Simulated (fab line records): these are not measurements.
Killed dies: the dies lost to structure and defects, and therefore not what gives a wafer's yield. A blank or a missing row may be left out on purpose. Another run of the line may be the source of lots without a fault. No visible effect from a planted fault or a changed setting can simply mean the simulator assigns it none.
fab line records	flow sky130
record lots=24	wafers=72	last_day=51
route steps=708 shown VT_ADJUST_HVTR@138 POLY_CUT@319 METAL2@498 METAL4@600
lots untouched by any fault: they come from a run of this same line in which no faults occurred
start_h: start of the lot's first displayed wafer, in hours after the record's first day	wait_h: how many hours have passed since the lot's step before this one	" identical to the entry in the row above	L1.1+2: a single row standing in for several wafers	- no value present, or no start provided	* or withheld: withheld	< > ~ a bound
route shown NAME@n: names a module that has steps shown in the file, with the first one's number in the route	usual: average and standard deviation across the fault-free wafers	same: alike in all rows	chamber/n: place in a boat	sites: per-site readings	_std_site: their standard deviation	_edge_site: the outer-site mean with the inner-site mean subtracted	radius_mm: how far each site lies from the wafer's centre	mask NAME#n: copy n	behind: the last tool/chamber to shape the wafer	hold: the reason the lot was held/the length of the hold in hours/how it ended	device: names the non-switching transistor (n, p or np)	end of line: tests run on the same wafers once the route is complete	a step with no rows: only its recipe	killed: dies lost to structure and defects at the first sort, not the wafer's yield	map: per-die view of a wafer (x killed, . not killed, _ where there is no die)
set.NAME: the setting that was run; set.NAME@STEP: the one run at that earlier step	model.NAME: the simulator's own value behind a step, which no gauge read
one table for each step of the route and one row for each wafer, over a sample of lots
services: a tool's chamber out of use, with start hour (start_h, from the record's first day; less than 0 if before it), hours out, and reason
## steps
# step SKY_VT_ADJUST_HVTR_CD_MEAS_07
# recipe target_cd_nm=380
# usual cd_nm=380.4/2.8
lot.wafer	tool	chamber	start_h	wait_h	cd_nm
L074.1	cd_sem-02	-	228.14	0.1	383.5
L074.2	"	-	"	"	383.3
L074.6	"	-	"	"	386.0
L075.1	cd_sem-02	-	233.77	0.1	382.6
L075.3	"	-	"	"	380.4
L075.6	"	-	"	"	385.0
L076.2	cd_sem-02	-	237.99	0.1	381.5
L076.3	"	-	"	"	380.8
L076.6	"	-	"	"	381.8
L077.3	cd_sem-02	-	246.53	0.1	378.2
L077.5	"	-	"	"	378.4
L077.6	"	-	"	"	377.6
L078.1	cd_sem-02	-	260.27	0.1	377.5
L078.2	"	-	"	"	378.0
L078.6	"	-	"	"	379.3
L079.1	cd_sem-02	-	268.42	0.1	384.9
L079.4	"	-	"	"	383.9
L079.6	"	-	"	"	380.7
L080.1	cd_sem-01	-	271.39	0.1	379.7
L080.3	"	-	"	"	383.0
L080.5	"	-	"	"	381.2
L081.1	cd_sem-02	-	277.27	0.1	379.0
L081.4	"	-	"	"	377.7
L081.5	"	-	"	"	378.5
L082.1	cd_sem-02	-	282.07	0.1	377.0
L082.2	"	-	"	"	376.8
L082.5	"	-	"	"	379.3
L083.1	cd_sem-02	-	287.49	0.1	375.8
L083.3	"	-	"	"	377.6
L083.5	"	-	"	"	376.6
L084.1	cd_sem-02	-	292.84	0.1	378.7
L084.4	"	-	"	"	378.7
L084.6	"	-	"	"	377.4
L085.3	cd_sem-01	-	302.53	0.1	382.7
L085.4	"	-	"	"	381.4
L085.6	"	-	"	"	381.4
L086.4	cd_sem-01	-	306.90	0.1	380.1
L086.5	"	-	"	"	382.2
L086.6	"	-	"	"	384.0
L087.2	cd_sem-02	-	312.11	0.1	384.2
L087.5	"	-	"	"	384.1
L087.6	"	-	"	"	382.5
L088.1	cd_sem-01	-	315.46	0.2	382.1
L088.2	"	-	"	"	380.0
L088.3	"	-	"	"	379.7
L089.3	cd_sem-02	-	323.66	0.1	375.6
L089.4	"	-	"	"	375.2
L089.6	"	-	"	"	376.1
L090.2	cd_sem-02	-	330.69	0.1	381.7
L090.3	"	-	"	"	379.7
L090.5	"	-	"	"	377.9
L091.1	cd_sem-02	-	337.39	0.1	381.2
L091.4	"	-	"	"	379.0
L091.5	"	-	"	"	379.4
L092.2	cd_sem-02	-	340.91	0.1	377.6
L092.5	"	-	"	"	378.5
L092.6	"	-	"	"	380.3
L093.1	cd_sem-02	-	352.27	0.1	382.6
L093.2	"	-	"	"	381.8
L093.4	"	-	"	"	382.4
L094.2	cd_sem-02	-	354.31	0.1	383.9
L094.3	"	-	"	"	384.5
L094.6	"	-	"	"	385.9
L095.3	cd_sem-01	-	364.28	0.1	381.1
L095.4	"	-	"	"	382.6
L095.5	"	-	"	"	381.2
L096.1	cd_sem-01	-	366.14	0.1	383.5
L096.2	"	-	"	"	381.1
L096.4	"	-	"	"	379.6
L097.4	cd_sem-02	-	376.95	0.1	381.7
L097.5	"	-	"	"	381.4
L097.6	"	-	"	"	381.7
# step SKY_POLY_CUT_STRIP_12
# recipe chemistry=O2/N2	power_w=1400	pressure_mtorr=1500	platen_temp_c=withheld	o2_flow_sccm=3000	n2_flow_sccm=300	overash_fraction=0.5
# usual drypump_motor_current_A=5.7/0.31	n2_flow_sccm=300.1/0.85	o2_flow_sccm=3001/8.7	oes_product_au=0.452/0.0041	strip_time_to_endpoint_s=5.360/0.019
lot.wafer	tool	chamber	start_h	wait_h	drypump_motor_current_A	n2_flow_sccm	o2_flow_sccm	oes_product_au	rf_hours_counter_h	strip_time_to_endpoint_s
L074.1	plasma_asher-02	1	577.33	0.0	6.0	300.4	3017	0.453	87	5.382
L074.2	"	0	"	"	5.7	300.3	2999	0.454	87	5.370
L074.6	"	0	"	"	5.7	300.3	3008	0.450	-	5.418
L075.1	plasma_asher-04	0	582.58	0.0	5.9	302.4	2993	0.454	17	5.354
L075.3	"	1	"	"	5.9	300.9	2998	0.452	-	5.348
L075.6	"	1	"	"	5.8	300.1	3016	0.453	-	5.332
L076.2	plasma_asher-04	1	592.72	0.0	5.8	300.8	3004	0.447	18	5.368
L076.3	"	1	"	"	5.9	300.3	2993	0.449	-	5.366
L076.6	"	0	"	"	5.9	298.7	2980	0.446	-	5.355
L077.3	plasma_asher-01	0	598.96	0.1	5.1	299.9	3004	0.454	-	5.369
L077.5	"	1	"	"	5.3	299.3	2996	0.447	-	5.390
L077.6	"	0	"	"	5.1	301.5	3006	0.453	-	5.369
L078.1	plasma_asher-02	1	619.65	0.0	5.9	299.3	3013	0.446	92	5.358
L078.2	"	0	"	"	5.7	300.5	3007	0.456	92	5.377
L078.6	"	1	"	"	6.0	301.0	2995	0.461	-	5.361
L079.1	plasma_asher-02	0	626.43	0.0	5.7	299.9	3007	0.456	92	5.364
L079.4	"	1	"	"	5.9	299.7	2987	0.453	-	5.358
L079.6	"	1	"	"	5.9	299.4	2999	0.451	-	5.372
L080.1	plasma_asher-01	0	636.00	0.0	5.1	300.2	2987	0.454	51	5.371
L080.3	"	1	"	"	5.3	299.6	2995	0.455	-	5.375
L080.5	"	0	"	"	5.1	300.1	2986	0.447	-	5.358
L081.1	plasma_asher-02	1	636.83	0.0	5.9	299.7	3003	0.451	93	5.383
L081.4	"	0	"	"	5.7	299.5	3002	0.455	-	5.368
L081.5	"	0	"	"	5.7	299.9	2999	0.449	-	5.366
L082.1	plasma_asher-04	1	653.08	0.0	5.9	300.7	2982	0.461	24	5.382
L082.2	"	0	"	"	5.9	300.8	3011	0.455	24	5.353
L082.5	"	0	"	"	5.9	301.3	3008	0.452	-	5.396
L083.1	plasma_asher-02	0	655.30	0.0	5.7	299.8	2995	0.452	95	5.370
L083.3	"	1	"	"	5.9	299.9	2981	0.456	-	5.398
L083.5	"	1	"	"	5.9	301.0	2987	0.446	-	5.378
L084.1	plasma_asher-02	0	656.92	0.0	5.7	298.8	3007	0.447	95	5.349
L084.4	"	1	"	"	5.9	300.6	2996	0.454	-	5.354
L084.6	"	0	"	"	5.7	299.3	3016	0.449	-	5.358
L085.3	plasma_asher-01	0	665.11	0.1	5.1	300.9	2991	0.452	-	5.368
L085.4	"	1	"	"	5.3	300.1	2985	0.454	-	5.382
L085.6	"	1	"	"	5.3	299.9	2994	0.453	-	5.358
L086.4	plasma_asher-04	0	675.76	0.1	5.9	301.1	3013	0.461	-	5.359
L086.5	"	0	"	"	5.9	301.5	3006	0.450	-	5.354
L086.6	"	1	"	"	5.9	299.0	3009	0.457	-	5.353
L088.1	plasma_asher-01	1	684.03	0.0	5.3	300.8	3001	0.455	56	5.308
L088.2	"	0	"	"	5.1	299.9	2996	0.449	56	5.328
L088.3	"	0	"	"	5.1	300.5	3010	0.448	-	5.357
L087.2	plasma_asher-04	0	684.38	0.0	5.9	298.2	2996	0.443	26	5.343
L087.5	"	1	"	"	5.9	300.4	2997	0.451	-	5.364
L087.6	"	0	"	"	5.9	299.4	3011	0.449	-	5.385
L089.3	plasma_asher-02	0	688.31	0.1	5.7	299.6	3007	0.453	-	5.333
L089.4	"	1	"	"	6.0	301.7	3008	0.453	-	5.356
L089.6	"	0	"	"	5.7	300.8	3004	0.458	-	5.328
L090.2	plasma_asher-01	0	702.23	0.0	5.1	300.6	3005	0.449	57	5.344
L090.3	"	1	"	"	5.3	299.5	3002	0.449	-	5.336
L090.5	"	1	"	"	5.3	300.4	2992	0.453	-	5.355
L091.1	plasma_asher-01	0	705.48	0.0	5.1	300.7	2999	0.453	58	5.358
L091.4	"	1	"	"	5.3	300.8	2983	0.451	-	5.371
L091.5	"	1	"	"	5.3	299.3	2992	0.458	-	5.364
L092.2	plasma_asher-02	1	712.03	0.0	6.0	299.1	3009	0.453	101	5.369
L092.5	"	1	"	"	6.0	300.6	3007	0.454	-	5.373
L092.6	"	0	"	"	5.7	301.0	2989	0.457	-	5.373
L093.1	plasma_asher-02	1	720.30	0.0	5.9	300.1	2999	0.458	102	5.338
L093.2	"	0	"	"	5.7	299.6	3016	0.452	102	5.373
L093.4	"	0	"	"	5.7	300.7	3015	0.451	-	5.356
L094.2	plasma_asher-02	0	726.49	0.0	5.7	301.0	2991	0.449	103	5.358
L094.3	"	1	"	"	5.9	299.7	2992	0.460	-	5.351
L094.6	"	0	"	"	5.7	300.0	2996	0.455	-	5.358
L095.3	plasma_asher-04	1	732.11	0.1	5.8	299.6	3002	0.457	-	5.384
L095.4	"	0	"	"	5.9	298.7	3008	0.450	-	5.357
L095.5	"	1	"	"	5.9	301.5	3002	0.449	-	5.380
L096.1	plasma_asher-01	0	736.18	0.0	5.1	299.9	3013	0.454	59	5.356
L096.2	"	1	"	"	5.3	300.6	3003	0.452	59	5.377
L096.4	"	0	"	"	5.1	299.2	3008	0.454	-	5.370
L097.4	plasma_asher-04	1	750.71	0.1	5.9	300.9	2999	0.451	-	5.333
L097.5	"	0	"	"	5.9	298.8	2991	0.454	-	5.333
L097.6	"	1	"	"	5.9	300.3	2991	0.465	-	5.339
# step SKY_METAL2_CD_MEAS_15
# recipe target_cd_nm=140
# usual cd_nm=140.1/1.4
lot.wafer	tool	chamber	start_h	wait_h	cd_nm
L074.1	cd_sem-01	-	837.67	-	139.0
L074.2	"	-	"	"	138.6
L074.6	"	-	"	"	137.3
L075.1	cd_sem-01	-	850.79	-	139.1
L075.3	"	-	"	"	140.0
L075.6	"	-	"	"	138.2
L076.2	cd_sem-02	-	855.71	-	139.8
L076.3	"	-	"	"	139.4
L076.6	"	-	"	"	142.0
L077.3	cd_sem-01	-	860.73	-	137.6
L077.5	"	-	"	"	137.5
L077.6	"	-	"	"	137.7
L078.1	cd_sem-02	-	881.82	-	140.0
L078.2	"	-	"	"	137.4
L078.6	"	-	"	"	138.0
L079.1	cd_sem-01	-	886.42	-	140.8
L079.4	"	-	"	"	139.7
L079.6	"	-	"	"	140.2
L080.1	cd_sem-02	-	892.42	-	140.4
L080.3	"	-	"	"	140.8
L080.5	"	-	"	"	140.5
L081.1	cd_sem-01	-	895.57	-	141.1
L081.4	"	-	"	"	139.5
L081.5	"	-	"	"	140.8
L082.1	cd_sem-01	-	911.04	-	140.9
L082.2	"	-	"	"	139.5
L082.5	"	-	"	"	140.8
L083.1	cd_sem-01	-	912.64	-	139.0
L083.3	"	-	"	"	140.7
L083.5	"	-	"	"	140.6
L084.1	cd_sem-01	-	915.44	-	141.3
L084.4	"	-	"	"	141.5
L084.6	"	-	"	"	141.9
L085.3	cd_sem-02	-	919.68	-	140.4
L085.4	"	-	"	"	141.4
L085.6	"	-	"	"	141.7
L086.4	cd_sem-02	-	933.10	-	137.6
L086.5	"	-	"	"	135.9
L086.6	"	-	"	"	137.8
L088.1	cd_sem-01	-	939.99	-	140.3
L088.2	"	-	"	"	139.0
L088.3	"	-	"	"	139.4
L087.2	cd_sem-02	-	942.51	-	139.8
L087.5	"	-	"	"	140.3
L087.6	"	-	"	"	140.5
L089.3	cd_sem-02	-	942.73	-	139.4
L089.4	"	-	"	"	138.5
L089.6	"	-	"	"	139.3
L090.2	cd_sem-02	-	950.99	-	141.3
L090.3	"	-	"	"	140.4
L090.5	"	-	"	"	139.9
L091.1	cd_sem-02	-	956.39	-	139.5
L091.4	"	-	"	"	139.9
L091.5	"	-	"	"	137.7
L092.2	cd_sem-01	-	963.66	-	140.6
L092.5	"	-	"	"	140.4
L092.6	"	-	"	"	140.5
L093.1	cd_sem-01	-	970.04	-	141.7
L093.2	"	-	"	"	140.9
L093.4	"	-	"	"	141.6
L094.2	cd_sem-02	-	974.36	-	140.8
L094.3	"	-	"	"	140.2
L094.6	"	-	"	"	140.8
L095.3	cd_sem-01	-	981.46	-	144.1
L095.4	"	-	"	"	141.4
L095.5	"	-	"	"	142.1
L096.1	cd_sem-01	-	988.39	-	141.1
L096.2	"	-	"	"	140.5
L096.4	"	-	"	"	141.8
L097.4	cd_sem-01	-	998.98	-	138.9
L097.5	"	-	"	"	138.1
L097.6	"	-	"	"	139.3
# step SKY_METAL2_METAL_ETCH_19
# recipe target_depth_a=3600	stop_on=SiO2	over_etch_frac=0.3	time_s=78	chemistry=Cl2/BCl3	resist_sidewall_deg=88	pressure_mtorr=10	icp_w=900	bias_w=48.5	Cl2_flow_sccm=60	bcl3_flow_sccm=30
# usual drypump_motor_current_A=6.06/0.29	mfc_cl2_sccm=59.99/0.17	oes_product_au=0.855/0.0053	throttle_valve_pct=22.264/0.01
lot.wafer	tool	chamber	start_h	wait_h	drypump_motor_current_A	mfc_cl2_sccm	oes_product_au	rf_hours_counter_h	throttle_valve_pct
L074.1	rie_metal-02	1	837.92	0.0	6.22	60.21	0.857	10	22.267
L074.2	"	0	"	"	5.87	60.06	0.858	8	22.262
L074.6	"	0	"	"	5.86	60.12	0.856	-	22.273
L075.1	rie_metal-03	0	851.13	0.1	6.16	59.84	0.861	8	22.270
L075.3	"	0	"	"	6.16	60.19	0.859	-	22.267
L075.6	"	0	"	"	6.17	59.79	0.859	-	22.271
L076.2	rie_metal-04	0	855.94	0.0	5.63	59.95	0.852	5	22.255
L076.3	"	1	"	"	6.47	60.13	0.856	-	22.260
L076.6	"	1	"	"	6.49	60.10	0.862	-	22.262
L077.3	rie_metal-03	1	860.97	0.1	5.78	59.65	0.857	-	22.258
L077.5	"	0	"	"	6.12	59.98	0.845	-	22.269
L077.6	"	1	"	"	5.84	59.75	0.857	-	22.264
L078.1	rie_metal-04	1	882.07	0.0	6.50	59.92	0.862	2	22.261
L078.2	"	0	"	"	5.66	60.04	0.852	6	22.264
L078.6	"	1	"	"	6.51	59.87	0.865	-	22.271
L079.1	rie_metal-04	1	886.67	0.0	6.50	59.96	0.857	2	22.268
L079.4	"	1	"	"	6.52	59.80	0.856	-	22.256
L079.6	"	0	"	"	5.63	60.23	0.855	-	22.285
L080.1	rie_metal-03	0	892.67	0.0	6.18	60.00	0.848	10	22.252
L080.3	"	0	"	"	6.14	59.99	0.849	-	22.257
L080.5	"	1	"	"	5.80	60.02	0.848	-	22.264
L081.1	rie_metal-02	0	895.82	0.0	5.86	60.48	0.855	10	22.276
L081.4	"	0	"	"	5.87	60.22	0.863	-	22.260
L081.5	"	0	"	"	5.86	59.90	0.855	-	22.248
L082.1	rie_metal-03	1	911.29	0.0	5.75	60.01	0.850	4	22.270
L082.2	"	0	"	"	6.14	60.07	0.855	11	22.254
L082.5	"	1	"	"	5.77	59.88	0.850	-	22.271
L083.1	rie_metal-04	0	912.89	0.0	5.63	59.82	0.848	8	22.250
L083.3	"	1	"	"	6.50	59.86	0.854	-	22.269
L083.5	"	1	"	"	6.53	60.08	0.858	-	22.261
L084.1	rie_metal-02	1	915.69	0.0	6.23	59.88	0.852	13	22.272
L084.4	"	1	"	"	6.26	59.97	0.870	-	22.268
L084.6	"	0	"	"	5.89	60.21	0.859	-	22.285
L085.3	rie_metal-04	0	919.92	0.1	5.65	59.81	0.855	-	22.259
L085.4	"	1	"	"	6.55	59.78	0.858	-	22.254
L085.6	"	0	"	"	5.64	60.10	0.858	-	22.261
L086.4	rie_metal-04	1	933.32	0.1	6.53	60.36	0.849	-	22.271
L086.5	"	1	"	"	6.54	60.23	0.845	-	22.269
L086.6	"	0	"	"	5.64	59.62	0.849	-	22.272
L088.1	rie_metal-02	1	940.24	0.0	6.30	60.04	0.863	14	22.254
L088.2	"	0	"	"	5.87	59.70	0.861	12	22.261
L088.3	"	1	"	"	6.28	59.75	0.868	-	22.277
L087.2	rie_metal-03	1	942.74	0.0	5.79	60.04	0.852	6	22.246
L087.5	"	0	"	"	6.14	60.02	0.851	-	22.254
L087.6	"	1	"	"	5.82	59.83	0.853	-	22.279
L089.3	rie_metal-02	1	942.97	0.1	6.26	59.98	0.855	-	22.271
L089.4	"	0	"	"	5.89	60.08	0.858	-	22.254
L089.6	"	0	"	"	5.90	59.90	0.844	-	22.256
L090.2	rie_metal-02	0	951.22	0.0	5.87	60.20	0.843	13	22.260
L090.3	"	1	"	"	6.23	59.83	0.851	-	22.268
L090.5	"	0	"	"	5.87	60.12	0.847	-	22.267
L091.1	rie_metal-02	1	956.64	0.0	6.25	59.60	0.858	15	22.283
L091.4	"	1	"	"	6.27	59.82	0.855	-	22.279
L091.5	"	1	"	"	6.25	59.87	0.855	-	22.265
L092.2	rie_metal-02	1	963.89	0.0	6.24	60.06	0.854	15	22.266
L092.5	"	1	"	"	6.27	60.25	0.845	-	22.251
L092.6	"	0	"	"	5.87	60.18	0.857	-	22.269
L093.1	rie_metal-02	1	970.29	0.0	6.26	59.65	0.857	16	22.269
L093.2	"	0	"	"	5.87	59.83	0.853	14	22.261
L093.4	"	1	"	"	6.27	60.03	0.853	-	22.271
L094.2	rie_metal-04	1	974.59	0.0	6.52	60.00	0.861	6	22.267
L094.3	"	1	"	"	6.51	60.10	0.853	-	22.256
L094.6	"	1	"	"	6.51	60.25	0.861	-	22.270
L095.3	rie_metal-03	0	981.82	0.1	6.16	60.18	0.863	-	22.258
L095.4	"	0	"	"	6.15	59.92	0.860	-	22.290
L095.5	"	0	"	"	6.17	60.02	0.856	-	22.268
L096.1	rie_metal-02	0	988.64	0.0	5.87	59.89	0.847	15	22.277
L096.2	"	1	"	"	6.26	59.78	0.850	17	22.269
L096.4	"	0	"	"	5.89	60.04	0.851	-	22.268
L097.4	rie_metal-04	1	999.20	0.1	6.52	60.03	0.865	-	22.278
L097.5	"	1	"	"	6.48	59.95	0.858	-	22.240
L097.6	"	0	"	"	5.62	59.84	0.858	-	22.271
# step SKY_METAL4_SPUTTER_02
# recipe material=AlCu	target_thk_nm=735	power_w=10600	time_s=39.1	chamber_pressure_pa=0.4
# usual throttle_valve_pct=30.1/1.5
lot.wafer	tool	chamber	start_h	wait_h	throttle_valve_pct
L074.1	pvd_sputter-04	-	949.56	0.0	30.6
L074.2	"	-	"	"	29.7
L074.6	"	-	"	"	30.6
L075.1	pvd_sputter-04	-	961.30	0.0	29.6
L075.3	"	-	"	"	30.8
L075.6	"	-	"	"	32.6
L076.2	pvd_sputter-04	-	965.55	0.0	29.6
L076.3	"	-	"	"	31.4
L076.6	"	-	"	"	29.7
L077.3	pvd_sputter-04	-	971.67	0.0	31.5
L077.5	"	-	"	"	32.4
L077.6	"	-	"	"	31.7
L078.1	pvd_sputter-04	-	990.68	0.0	32.2
L078.2	"	-	"	"	29.5
L078.6	"	-	"	"	32.3
L079.1	pvd_sputter-03	-	995.67	0.0	28.1
L079.4	"	-	"	"	30.1
L079.6	"	-	"	"	28.8
L080.1	pvd_sputter-04	-	1000.83	0.0	32.6
L080.3	"	-	"	"	30.8
L080.5	"	-	"	"	32.4
L081.1	pvd_sputter-04	-	1002.44	0.0	30.3
L081.4	"	-	"	"	29.5
L081.5	"	-	"	"	31.5
L082.1	pvd_sputter-03	-	1017.83	0.0	28.2
L082.2	"	-	"	"	28.9
L082.5	"	-	"	"	27.9
L083.1	pvd_sputter-04	-	1019.75	0.0	30.6
L083.3	"	-	"	"	29.4
L083.5	"	-	"	"	30.6
L084.1	pvd_sputter-04	-	1022.85	0.0	32.5
L084.4	"	-	"	"	29.8
L084.6	"	-	"	"	32.5
L085.3	pvd_sputter-01	-	1026.41	0.0	28.0
L085.4	"	-	"	"	30.3
L085.6	"	-	"	"	30.1
L086.4	pvd_sputter-03	-	1037.76	0.0	28.7
L086.5	"	-	"	"	28.6
L086.6	"	-	"	"	28.4
L088.1	pvd_sputter-03	-	1045.68	0.0	29.3
L088.2	"	-	"	"	28.1
L088.3	"	-	"	"	30.5
L087.2	pvd_sputter-01	-	1046.97	0.0	30.5
L087.5	"	-	"	"	28.2
L087.6	"	-	"	"	30.2
L089.3	pvd_sputter-03	-	1048.33	0.0	28.0
L089.4	"	-	"	"	28.9
L089.6	"	-	"	"	28.2
L090.2	pvd_sputter-04	-	1055.24	0.0	29.6
L090.3	"	-	"	"	30.4
L090.5	"	-	"	"	32.4
L091.1	pvd_sputter-01	-	1058.11	0.0	27.8
L091.4	"	-	"	"	30.4
L091.5	"	-	"	"	30.1
L092.2	pvd_sputter-01	-	1067.16	0.0	27.5
L092.5	"	-	"	"	30.2
L092.6	"	-	"	"	28.3
L093.1	pvd_sputter-04	-	1073.23	0.0	30.5
L093.2	"	-	"	"	31.5
L093.4	"	-	"	"	32.6
L094.2	pvd_sputter-03	-	1075.32	0.0	28.8
L094.3	"	-	"	"	27.7
L094.6	"	-	"	"	28.0
L095.3	pvd_sputter-03	-	1079.79	0.0	28.7
L095.4	"	-	"	"	28.1
L095.5	"	-	"	"	28.9
L096.1	pvd_sputter-04	-	1089.48	0.0	31.5
L096.2	"	-	"	"	30.3
L096.4	"	-	"	"	29.3
L097.4	pvd_sputter-04	-	1098.94	0.0	32.3
L097.5	"	-	"	"	31.4
L097.6	"	-	"	"	30.7
# step SKY_METAL4_DESCUM_15
# recipe chemistry=O2	source_power_w=150	bias_power_w=0	pressure_mtorr=10	temp_c=40	time_s=8
# usual drypump_motor_current_A=6.1/0.32	oes_product_au=0.997/0.011
# same bias_power_w=0
lot.wafer	tool	chamber	start_h	wait_h	drypump_motor_current_A	oes_product_au	rf_hours_counter_h
L074.1	rie_metal-02	0	999.45	0.0	5.9	1.007	16
L074.2	"	1	"	"	6.3	1.014	18
L074.6	"	1	"	"	6.2	1.008	-
L075.1	rie_metal-02	0	1011.15	0.0	5.9	1.006	16
L075.3	"	1	"	"	6.3	1.011	-
L075.6	"	0	"	"	5.9	0.997	-
L076.2	rie_metal-04	1	1015.69	0.0	6.5	0.989	9
L076.3	"	0	"	"	5.6	0.987	-
L076.6	"	0	"	"	5.6	0.987	-
L077.3	rie_metal-03	1	1021.86	0.0	5.8	1.012	-
L077.5	"	0	"	"	6.1	0.998	-
L077.6	"	1	"	"	5.8	1.019	-
L078.1	rie_metal-04	1	1039.80	0.0	6.5	0.995	10
L078.2	"	0	"	"	5.6	1.006	15
L078.6	"	0	"	"	5.6	0.996	-
L079.1	rie_metal-02	0	1043.85	0.0	5.9	1.001	18
L079.4	"	1	"	"	6.3	0.995	-
L079.6	"	1	"	"	6.3	1.006	-
L080.1	rie_metal-03	1	1049.35	0.0	5.8	1.012	11
L080.3	"	0	"	"	6.1	0.990	-
L080.5	"	0	"	"	6.1	0.990	-
L081.1	rie_metal-04	0	1050.69	0.0	5.6	0.988	16
L081.4	"	0	"	"	5.7	0.989	-
L081.5	"	1	"	"	6.5	0.980	-
L082.1	rie_metal-04	0	1066.10	0.0	5.7	0.999	17
L082.2	"	1	"	"	6.5	0.985	12
L082.5	"	0	"	"	5.7	0.983	-
L083.1	rie_metal-02	0	1066.40	0.0	5.9	1.006	20
L083.3	"	0	"	"	5.9	1.000	-
L083.5	"	0	"	"	5.9	1.005	-
L084.1	rie_metal-04	0	1070.85	0.0	5.6	0.977	17
L084.4	"	0	"	"	5.6	0.996	-
L084.6	"	0	"	"	5.6	0.968	-
L085.3	rie_metal-04	0	1074.01	0.0	5.6	0.988	-
L085.4	"	1	"	"	6.5	0.988	-
L085.6	"	1	"	"	6.5	0.986	-
L086.4	rie_metal-02	0	1083.16	0.0	5.9	0.994	-
L086.5	"	1	"	"	6.3	1.010	-
L086.6	"	0	"	"	5.9	1.013	-
L088.1	rie_metal-04	1	1091.90	0.0	6.5	0.987	14
L088.2	"	0	"	"	5.6	0.999	18
L088.3	"	1	"	"	6.5	0.993	-
L087.2	rie_metal-02	0	1092.40	0.0	5.9	1.015	22
L087.5	"	0	"	"	5.9	1.014	-
L087.6	"	1	"	"	6.2	0.999	-
L089.3	rie_metal-03	1	1093.21	0.0	5.9	0.998	-
L089.4	"	0	"	"	6.2	0.983	-
L089.6	"	1	"	"	5.9	1.005	-
L090.2	rie_metal-02	1	1100.05	0.0	6.2	1.004	25
L090.3	"	1	"	"	6.2	1.003	-
L090.5	"	0	"	"	5.9	0.998	-
L091.1	rie_metal-04	1	1103.30	0.0	6.5	0.994	15
L091.4	"	0	"	"	5.6	0.988	-
L091.5	"	1	"	"	6.5	0.992	-
L092.2	rie_metal-02	0	1111.35	0.0	5.9	0.999	23
L092.5	"	0	"	"	5.9	1.015	-
L092.6	"	1	"	"	6.3	1.008	-
L093.1	rie_metal-03	1	1116.85	0.0	5.8	0.990	17
L093.2	"	0	"	"	6.1	0.983	25
L093.4	"	1	"	"	5.9	1.000	-
L094.2	rie_metal-03	1	1119.30	0.0	5.8	0.996	17
L094.3	"	1	"	"	5.8	1.000	-
L094.6	"	0	"	"	6.2	0.983	-
L095.3	rie_metal-04	0	1122.11	0.0	5.6	0.984	-
L095.4	"	1	"	"	6.5	0.989	-
L095.5	"	1	"	"	6.5	0.989	-
L096.1	rie_metal-02	1	1131.65	0.0	6.3	1.012	0
L096.2	"	0	"	"	5.9	1.020	26
L096.4	"	1	"	"	6.2	1.014	-
L097.4	rie_metal-04	0	1140.86	0.0	5.6	0.993	-
L097.5	"	1	"	"	6.5	0.993	-
L097.6	"	0	"	"	5.6	0.990	-
## services
tool	chamber	start_h	hours	kind
plasma_asher-04	-	578.01	1.6	repair
rie_metal-04	-	588.37	14.6	pm
rie_metal-04	-	611.28	0.9	repair
plasma_asher-02	-	698.95	0.7	repair
pvd_sputter-04	-	699.05	0.6	repair
rie_metal-02	-	730.12	2.3	repair
rie_metal-03	1	730.15	9.5	repair
plasma_asher-02	-	733.75	9.0	pm
rie_metal-04	-	736.87	2.8	pm
rie_metal-02	-	740.96	10.0	pm
rie_metal-03	1	745.92	4.4	repair
rie_metal-02	-	752.29	0.4	repair
rie_metal-04	0	786.21	15.9	repair
rie_metal-04	0	824.26	3.5	repair
rie_metal-02	-	836.66	1.1	repair
rie_metal-04	-	841.41	6.6	repair
rie_metal-03	1	846.53	11.9	repair
pvd_sputter-04	-	918.84	2.8	repair
rie_metal-03	1	964.36	25.9	repair
rie_metal-04	-	1028.64	1.4	pm
rie_metal-02	-	1028.82	2.8	pm
plasma_asher-02	-	1066.41	0.5	repair
rie_metal-03	0	1099.32	17.1	repair
plasma_asher-02	-	1135.52	2.8	pm
## key
fault none
